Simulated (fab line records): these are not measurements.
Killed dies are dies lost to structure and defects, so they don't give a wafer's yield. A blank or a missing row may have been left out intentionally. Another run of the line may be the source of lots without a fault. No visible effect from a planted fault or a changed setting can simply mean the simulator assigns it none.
What tool caused it?    flow sky130    at 1 step of a route of 708, 13 lots with 39 wafers sampled

== WHAT THE GAUGES SHOWED, per wafer ==
No reading from a measuring or inspecting step in the record can be judged against a usual standard deviation.

== TOOL THAT RAN EACH LOT (tool first, then ch and the chambers of the sampled wafers, then the start) ==
lot   SKY_VIA2_ETCH_14
L838  rieDiel-04 ch 0,1, day 35 21:25
L839  rieDiel-01 ch 0,1,3, day 35 21:46
L841  rieDiel-04 ch 0,3, day 36 18:38
L842  rieDiel-01 ch 0,2, day 36 22:56
L844  rieDiel-01 ch 0,2,3, day 37 14:08
L851  rieDiel-03 ch 0,2,3, day 39 15:08
L853  rieDiel-03 ch 0,1,3, day 40 08:23
L854  rieDiel-04 ch 0,1,3, day 40 22:07
L855  rieDiel-01 ch 0,1,2, day 40 22:50
L857  rieDiel-03 ch 1,3, day 42 07:01
L859  rieDiel-04 ch 2,3, day 42 14:04
L860  rieDiel-03 ch 1,2, day 42 15:13
L861  rieDiel-04 ch 2,3, day 42 18:47
- SKY_VIA2_ETCH_14: etches BARC in N2/H2, stops on SiO2, time 45.9 s, target depth 60 nm.

== WHAT THE TOOLS THEMSELVES READ (means of the sampled wafers that have a number; where no wafer has one, the mark that the record gives instead) ==
SKY_VIA2_ETCH_14. Usual: drypumpMotorCurrentA 5.8 A, standard deviation 0.34; oesProductAu 0.855 a.u., standard deviation 0.0048; runLengthS 74.1 s, standard deviation 0.4; throttleValvePct 13.225 %, standard deviation 0.01.
lot   tool        drypumpMotorCurrentA (A)  oesProductAu (a.u.)  runLengthS (s)  throttleValvePct (%)  flag
L838  rieDiel-04  5.9                       0.855                74.2            13.232                
L839  rieDiel-01  5.9                       0.850                74.3            13.229                
L841  rieDiel-04  5.6                       0.857                73.5            13.230                
L842  rieDiel-01  5.9                       0.853                74.2            13.233                
L844  rieDiel-01  5.8                       0.910                71.3            13.228                OFF
L851  rieDiel-03  5.9                       0.854                74.3            13.231                
L853  rieDiel-03  5.8                       0.858                74.0            13.224                
L854  rieDiel-04  5.7                       0.856                73.9            13.230                
L855  rieDiel-01  5.9                       0.855                74.2            13.231                
L857  rieDiel-03  6.0                       0.857                73.8            13.225                
L859  rieDiel-04  5.8                       0.854                73.9            13.227                
L860  rieDiel-03  5.4                       0.853                74.0            13.221                
L861  rieDiel-04  5.7                       0.863                73.9            13.224                

== THE ANSWER, worked out from the rows above alone ==
Rule: lot off if the mean of its wafers having a number is beyond 3 standard deviations from the usual mean. A lot without any number at a reading at which 4 lots or more have one is off too. Any other lot the step has rows for is counted as sound. After the gauges, taken in route order, come the tools' own readings; for these a lot's mean is taken, as printed above. The first step at which some lot is off is used, and at that step the reading that is off furthest; a lot without a number counts as furthest.
Off: L844 (SKY_VIA2_ETCH_14, oesProductAu).
A tool fits if, at that step or a process step before it, it ran every lot that is off, and no sound lot after the first of them. Of those tried, none fits.

== WHAT THE SIMULATOR PUT IN ==
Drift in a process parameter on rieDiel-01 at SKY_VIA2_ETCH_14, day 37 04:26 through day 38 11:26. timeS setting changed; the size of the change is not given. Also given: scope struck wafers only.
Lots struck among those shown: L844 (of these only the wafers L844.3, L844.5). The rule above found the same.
